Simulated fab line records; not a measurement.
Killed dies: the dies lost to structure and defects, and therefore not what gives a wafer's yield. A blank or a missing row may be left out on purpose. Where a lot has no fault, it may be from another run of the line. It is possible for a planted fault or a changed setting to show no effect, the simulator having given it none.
Struck lot and sound lot, side by side | flow sky130 | 15 out of 708 route steps
Sound: these wafers, L755.2, L755.3, L755.4. Struck: wafers L740.1, L740.2, L740.4. The cause comes at the end.
At each step with rows: each side's tool, then ch and its chambers, then its first start. Under that, the readings that differ: sound wafers | struck wafers | difference of the means | sigmas: that difference in standard deviations of wafers without a fault.
alike: readings with means less than 2 such deviations apart, plus words and numbers identical on both sides. not compared: withheld readings, readings lacking a value on some wafer, bounds such as >300 that could conceal the same value, and numbers that have no deviation in the record and whose values overlap.
A row with sigmas, a row that says differs or no value, or rows on one side alone: a step with any of these is where the two part. Numbers that have no deviation but don't overlap get no sigmas and don't part them. A reading missing from all wafers of one side parts the sides only when that side holds two or more wafers.

SKY_RES_XHIGH_TW_MEAS_09:
  sound on film metro-03, day 33 16:26; struck on film metro-04, day 29 10:07
  alike: RES_XHIGH_TW
then, 7 steps without rows for these wafers: SKY_SD_N_DEHYDRATE_00 (time 60 s); SKY_SD_N_HMDS_01 (prime time 60 s); SKY_SD_N_COAT_02 (resist thk 1140 nm); SKY_SD_N_SOFTBAKE_03 (time 60 s); SKY_SD_N_EXPOSE_04 (exposes mask NSDM, target cd 380 nm); SKY_SD_N_PEB_05; SKY_SD_N_DEVELOP_06 (develop time 60 s).
SKY_SD_N_CD_MEAS_07 targets a cd of 380 nm.
  sound on cd sem-01, day 34 18:46; struck on cd sem-01, day 30 13:37
  alike: cd nm
SKY_SD_N_OVL_MEAS_08:
  sound on overlay-01, day 34 18:52; struck on overlay-02, day 30 13:44
  alike: SD_N_OVL
then, 2 steps without rows for these wafers: SKY_SD_N_IMPLANT_09; SKY_SD_N_IMPLANT_10.
SKY_SD_N_STRIP_11: strips in O2/N2.
  sound on plasma asher-01 ch 0,1, day 34 19:11; struck on plasma asher-01 ch 0,1, day 30 14:22
  no value came back on the struck wafers for any of 5 readings (chamber pressure mTorr (mTorr), drypump motor current A (A) and others); on the sound wafers chamber pressure mTorr (mTorr) reads 1501.7 1500.4 1497.2
  reading                                   | sound | struck         | difference | sigmas
  model.NOVOLAK_of_SD_N_COAT_02.thk nm (nm) | 0 0 0 | 1137 1133 1134 | +1135      |
  not compared: rf hours counter h
SKY_SD_N_TW_MEAS_12:
  sound on film metro-04, day 34 19:18; struck on film metro-02, day 30 14:28
  alike: SD_N_TW
-- the record jumps here: 17 days lie between the struck wafers' starts before and after (it left off in module SD_N and takes up again in module PAD_OPEN, whose first step shown is number 708 of the route) --
SKY_PAD_OPEN_PROBE_99:
  sound on prober-01, day 50 13:58; struck on prober-01, day 47 18:13
  reading             | sound    | struck                                                               | difference                   | sigmas
  hold                | - - -    | await dispo/3.5h/scrap await dispo/3.5h/scrap await dispo/3.5h/scrap | no value on the sound wafers |
  killed at front end | 15 15 10 | 431 420 418                                                          | +410                         | +91
  killed dies         | 91 81 84 | 492 492 492                                                          | +407                         | +44
  killed on rim       | 15 14 18 | 96 96 96                                                             | +80                          | +23
  alike: killed_at_M0_to_M3, killed_at_M4_up, killed at contacts, killed at other, killed open, killed short

## WHERE THEY PART
At SKY_SD_N_STRIP_11 first; at SKY_PAD_OPEN_PROBE_99 last (within this record only).

WHY: what had been put in by the simulator
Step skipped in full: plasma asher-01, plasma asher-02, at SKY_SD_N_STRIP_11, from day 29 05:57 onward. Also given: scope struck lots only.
